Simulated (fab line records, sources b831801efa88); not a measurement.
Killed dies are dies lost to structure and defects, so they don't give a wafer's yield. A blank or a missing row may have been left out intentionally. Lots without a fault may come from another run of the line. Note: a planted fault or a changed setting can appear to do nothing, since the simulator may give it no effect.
The tool behind it: which one? ; flow sky130 ; 24 lots, 72 wafers sampled, at 5 steps of a route of 708

== WHAT THE GAUGES SHOWED, per wafer ==
SKY_PASSIVATION_THK_MEAS_01. Usual: PASSIVATION_CVD_00_THK gives 90.2 nm (standard deviation 1.2).
lot;measured;on;PASSIVATION_CVD_00_THK (nm);flag
L074;day 43 16:40;film-metro-01;88.0 90.4 91.2;
L075;day 44 05:44;film-metro-03;92.3 92.2 92.8;
L076;day 44 07:11;film-metro-01;88.9 88.3 88.3;
L077;day 44 22:02;film-metro-02;90.2 90.5 90.0;
L078;day 44 22:20;film-metro-02;90.3 90.8 91.7;
L079;day 45 10:58;film-metro-03;90.9 90.1 91.0;
L080;day 45 12:03;film-metro-02;91.3 89.4 91.5;
L081;day 45 18:33;film-metro-01;88.7 88.6 90.5;
L083;day 46 11:50;film-metro-02;88.6 90.3 90.2;
L082;day 46 12:53;film-metro-01;88.7 90.4 90.4;
L084;day 46 20:43;film-metro-03;89.2 90.5 91.1;
L085;day 46 20:47;film-metro-01;91.2 92.2 91.9;
L086;day 46 23:59;film-metro-01;90.1 90.4 90.7;
L087;day 47 05:34;film-metro-01;88.6 89.3 91.4;
L088;day 47 13:32;film-metro-03;89.4 89.6 90.3;
L089;day 47 19:54;film-metro-03;89.8 90.7 90.3;
L090;day 48 01:09;film-metro-01;89.7 91.8 91.3;
L092;day 48 05:22;film-metro-03;87.8 89.7 91.4;
L091;day 48 08:40;film-metro-03;90.0 91.4 89.4;
L093;day 48 15:09;film-metro-01;89.9 90.2 91.9;
L094;day 48 19:58;film-metro-02;89.2 89.9 90.3;
L095;day 48 22:09;film-metro-03;88.5 89.7 89.3;
L096;day 49 08:13;film-metro-02;89.2 90.7 90.5;
L097;day 49 13:14;film-metro-03;90.6 91.5 91.7;

== TOOL THAT RAN EACH LOT (tool first, then ch and the chambers of the sampled wafers, then the start) ==
lot;SKY_VIA3_CMP_02;SKY_METAL4_DESCUM_15;SKY_METAL5_STRIP_16;SKY_PASSIVATION_CVD_00
L074;cmp-01 ch 0,2,3, day 38 08:48;rie-metal-03 ch 0,1, day 41 14:29;plasma-asher-01 ch 0,1, day 43 16:01;pecvd-02 ch 0,1,2, day 43 16:37
L075;cmp-02 ch 0,3, day 39 01:58;rie-metal-02 ch 0,1, day 42 04:28;plasma-asher-03 ch 0,1, day 44 05:07;pecvd-01 ch 0,1,2, day 44 05:41
L076;cmp-02 ch 1,2,3, day 39 02:59;rie-metal-04 ch 1, day 42 06:13;plasma-asher-01 ch 0,1, day 44 06:31;pecvd-02 ch 0,1, day 44 07:10
L077;cmp-01 ch 1,2,3, day 39 18:07;rie-metal-04 ch 0,1, day 42 20:56;plasma-asher-01 ch 0,1, day 44 21:26;pecvd-04 ch 0,2, day 44 22:00
L078;cmp-01 ch 0,3, day 39 18:46;rie-metal-02 ch 0,1, day 42 22:31;plasma-asher-03 ch 0,1, day 44 21:40;pecvd-02 ch 0,2, day 44 22:19
L079;cmp-01 ch 2,3, day 40 10:01;rie-metal-03 ch 0,1, day 43 11:19;plasma-asher-03 ch 0,1, day 45 10:21;pecvd-01 ch 0,1, day 45 10:56
L080;cmp-02 ch 1,2,3, day 40 11:59;rie-metal-03 ch 0,1, day 43 12:46;plasma-asher-02 ch 1, day 45 11:25;pecvd-01 ch 0,1, day 45 12:01
L081;cmp-01 ch 0,1,3, day 40 18:05;rie-metal-03 ch 0,1, day 43 19:16;plasma-asher-01 ch 0,1, day 45 17:55;pecvd-04 ch 0,1, day 45 18:31
L083;cmp-02 ch 0,3, day 41 12:56;rie-metal-03 ch 1, day 44 14:07;plasma-asher-01 ch 0,1, day 46 11:08;pecvd-04 ch 0,1,2, day 46 11:48
L082;cmp-02 ch 1,3, day 41 14:56;rie-metal-03 ch 0,1, day 44 15:01;plasma-asher-01 ch 0,1, day 46 12:12;pecvd-01 ch 1,2, day 46 12:52
L084;cmp-02 ch 0,3, day 41 23:35;rie-metal-02 ch 0,1, day 44 22:40;plasma-asher-01 ch 0,1, day 46 20:03;pecvd-04 ch 0,1, day 46 20:41
L085;cmp-02 ch 0,3, day 42 00:17;rie-metal-03 ch 0,1, day 44 22:46;plasma-asher-02 ch 0,1, day 46 20:10;pecvd-02 ch 0,2, day 46 20:46
L086;cmp-02 ch 0,2,3, day 42 06:17;rie-metal-03 ch 0,1, day 45 04:07;plasma-asher-03 ch 0,1, day 46 23:21;pecvd-02 ch 0,2, day 46 23:57
L087;cmp-01 ch 0,2, day 42 11:23;rie-metal-03 ch 0,1, day 45 08:58;plasma-asher-02 ch 0,1, day 47 04:57;pecvd-01 ch 0,1,2, day 47 05:32
L088;cmp-02 ch 0,1,2, day 42 18:59;rie-metal-04 ch 0,1, day 45 15:58;plasma-asher-02 ch 0,1, day 47 12:52;pecvd-02 ch 0,1,2, day 47 13:31
L089;cmp-01 ch 0,2, day 43 03:49;rie-metal-04 ch 0,1, day 45 23:58;plasma-asher-03 ch 1, day 47 19:16;pecvd-02 ch 1,2, day 47 19:52
L090;cmp-02 ch 2,3, day 43 10:23;rie-metal-03 ch 0,1, day 46 06:07;plasma-asher-02 ch 0,1, day 48 00:32;pecvd-04 ch 0,1, day 48 01:08
L092;cmp-01 ch 1,2, day 43 14:16;rie-metal-04 ch 0,1, day 46 09:43;plasma-asher-03 ch 0,1, day 48 04:45;pecvd-04 ch 0,2, day 48 05:20
L091;cmp-01 ch 0,1,2, day 43 17:13;rie-metal-02 ch 0,1, day 46 12:49;plasma-asher-03 ch 0,1, day 48 08:03;pecvd-02 ch 0,1,2, day 48 08:39
L093;cmp-02 ch 1,2, day 44 02:20;rie-metal-02 ch 0,1, day 46 20:37;plasma-asher-01 ch 0,1, day 48 14:21;pecvd-01 ch 0,2, day 48 15:08
L094;cmp-01 ch 0,2,3, day 44 06:52;rie-metal-02 ch 0,1, day 47 01:22;plasma-asher-01 ch 0,1, day 48 19:21;pecvd-04 ch 0,1, day 48 19:56
L095;cmp-02 ch 2,3, day 44 12:13;rie-metal-02 ch 0,1, day 47 04:55;plasma-asher-01 ch 0,1, day 48 21:31;pecvd-04 ch 0,1,2, day 48 22:07
L096;cmp-02 ch 2,3, day 44 21:46;rie-metal-02 ch 0,1, day 47 14:49;plasma-asher-01 ch 0,1, day 49 07:33;pecvd-01 ch 0,1, day 49 08:11
L097;cmp-02 ch 0,1,2, day 45 04:49;rie-metal-02 ch 0,1, day 47 20:37;plasma-asher-01 ch 0,1, day 49 12:35;pecvd-01 ch 0,1,2, day 49 13:13
- SKY_VIA3_CMP_02: polishes SiO2.
- SKY_METAL4_DESCUM_15: chemistry O2, time 8 s.
- SKY_METAL5_STRIP_16: strips in O2/N2.
- SKY_PASSIVATION_CVD_00: deposits SiO2, target thk 90 nm.

== AS READ BY THE TOOLS THEMSELVES (means over the sampled wafers that have a number; for cases with no such wafer, the mark the record gives instead) ==
SKY_VIA3_CMP_02. Usual: motor-current-A 12.6 A, standard deviation 1.2; slurry-flow-ml-min 150.0, standard deviation 0.5.
lot;tool;motor-current-A (A);slurry-flow-ml-min;flag
L074;cmp-01;12.7;149.8;
L075;cmp-02;13.0;150.3;
L076;cmp-02;12.2;149.9;
L077;cmp-01;13.4;150.1;
L078;cmp-01;11.7;149.7;
L079;cmp-01;14.2;150.1;
L080;cmp-02;12.1;149.9;
L081;cmp-01;12.4;150.2;
L083;cmp-02;13.0;149.6;
L082;cmp-02;12.8;150.0;
L084;cmp-02;13.0;149.8;
L085;cmp-02;13.1;150.6;
L086;cmp-02;12.9;149.9;
L087;cmp-01;11.6;149.9;
L088;cmp-02;12.3;150.5;
L089;cmp-01;11.9;150.0;
L090;cmp-02;11.8;150.1;
L092;cmp-01;13.3;150.2;
L091;cmp-01;12.4;150.0;
L093;cmp-02;12.1;150.2;
L094;cmp-01;12.9;150.2;
L095;cmp-02;11.4;149.8;
L096;cmp-02;12.2;149.7;
L097;cmp-02;12.5;149.6;

SKY_METAL4_DESCUM_15. Usual: drypump-motor-current-A 5.7 A, standard deviation 0.59; oes-product-au 0.996 a.u., standard deviation 0.011; temp-c 40.03 C, standard deviation 0.11.
lot;tool;drypump-motor-current-A (A);oes-product-au (a.u.);temp-c (C);flag
L074;rie-metal-03;5.8;1.008;39.97;
L075;rie-metal-02;5.9;0.991;40.01;
L076;rie-metal-04;5.2;0.998;40.05;
L077;rie-metal-04;5.3;1.008;40.01;
L078;rie-metal-02;5.4;0.981;40.16;
L079;rie-metal-03;5.8;1.005;40.07;
L080;rie-metal-03;6.1;1.011;40.03;
L081;rie-metal-03;6.1;1.003;40.07;
L083;rie-metal-03;6.5;1.002;40.03;
L082;rie-metal-03;6.1;1.004;40.05;
L084;rie-metal-02;5.4;0.980;40.07;
L085;rie-metal-03;6.1;1.008;39.99;
L086;rie-metal-03;5.8;0.997;39.99;
L087;rie-metal-03;6.1;1.003;40.03;
L088;rie-metal-04;5.5;1.003;40.08;
L089;rie-metal-04;5.3;0.997;40.08;
L090;rie-metal-03;6.1;1.007;40.12;
L092;rie-metal-04;5.3;1.000;40.06;
L091;rie-metal-02;5.9;0.984;40.04;
L093;rie-metal-02;5.4;0.978;39.99;
L094;rie-metal-02;5.4;0.989;40.05;
L095;rie-metal-02;5.9;0.983;39.97;
L096;rie-metal-02;5.4;0.981;40.02;
L097;rie-metal-02;5.9;0.986;40.03;

SKY_METAL5_STRIP_16. Usual: drypump-motor-current-A 5.4 A, standard deviation 0.48; oes-product-au 0.710 a.u., standard deviation 0.005; strip-time-to-endpoint-s 13.03 s, standard deviation 0.16.
lot;tool;drypump-motor-current-A (A);oes-product-au (a.u.);strip-time-to-endpoint-s (s);flag
L074;plasma-asher-01;5.1;0.712;13.05;
L075;plasma-asher-03;5.2;0.713;13.05;
L076;plasma-asher-01;5.1;0.710;13.08;
L077;plasma-asher-01;5.3;0.706;12.98;
L078;plasma-asher-03;5.4;0.712;12.99;
L079;plasma-asher-03;5.4;0.712;13.13;
L080;plasma-asher-02;6.7;0.712;12.89;
L081;plasma-asher-01;5.3;0.712;13.08;
L083;plasma-asher-01;5.1;0.710;13.12;
L082;plasma-asher-01;5.1;0.713;13.20;
L084;plasma-asher-01;5.1;0.716;12.92;
L085;plasma-asher-02;5.9;0.708;13.16;
L086;plasma-asher-03;5.3;0.708;13.14;
L087;plasma-asher-02;6.3;0.711;12.83;
L088;plasma-asher-02;5.9;0.713;12.93;
L089;plasma-asher-03;5.5;0.712;13.12;
L090;plasma-asher-02;5.9;0.709;13.01;
L092;plasma-asher-03;5.3;0.706;13.22;
L091;plasma-asher-03;5.4;0.707;13.06;
L093;plasma-asher-01;5.3;0.710;13.16;
L094;plasma-asher-01;5.1;0.709;12.91;
L095;plasma-asher-01;5.1;0.713;12.97;
L096;plasma-asher-01;5.1;0.711;12.72;
L097;plasma-asher-01;5.3;0.704;12.94;

SKY_PASSIVATION_CVD_00. Usual: 645 W for heater-power-w, sd 91.
lot;tool;heater-power-w (W);flag
L074;pecvd-02;648;
L075;pecvd-01;649;
L076;pecvd-02;623;
L077;pecvd-04;545;
L078;pecvd-02;626;
L079;pecvd-01;770;
L080;pecvd-01;719;
L081;pecvd-04;589;
L083;pecvd-04;562;
L082;pecvd-01;730;
L084;pecvd-04;548;
L085;pecvd-02;624;
L086;pecvd-02;670;
L087;pecvd-01;749;
L088;pecvd-02;613;
L089;pecvd-02;649;
L090;pecvd-04;529;
L092;pecvd-04;608;
L091;pecvd-02;609;
L093;pecvd-01;677;
L094;pecvd-04;534;
L095;pecvd-04;616;
L096;pecvd-01;702;
L097;pecvd-01;745;

== THE ANSWER, worked out from the rows above alone ==
Rule: lot off if the mean of its wafers having a number is beyond 3 standard deviations from the usual mean. A lot without any number at a reading at which 4 lots or more have one is off too. Any other lot the step has rows for is counted as sound. After the gauges, taken in route order, come the tools' own readings; for these a lot's mean is taken, as printed above. At the first step where some lot is off, the reading lying furthest off is the one used; lots without a number count as furthest.
Nothing can be told from this: no lot is off at any reading shown.

== WHAT THE SIMULATOR PUT IN ==
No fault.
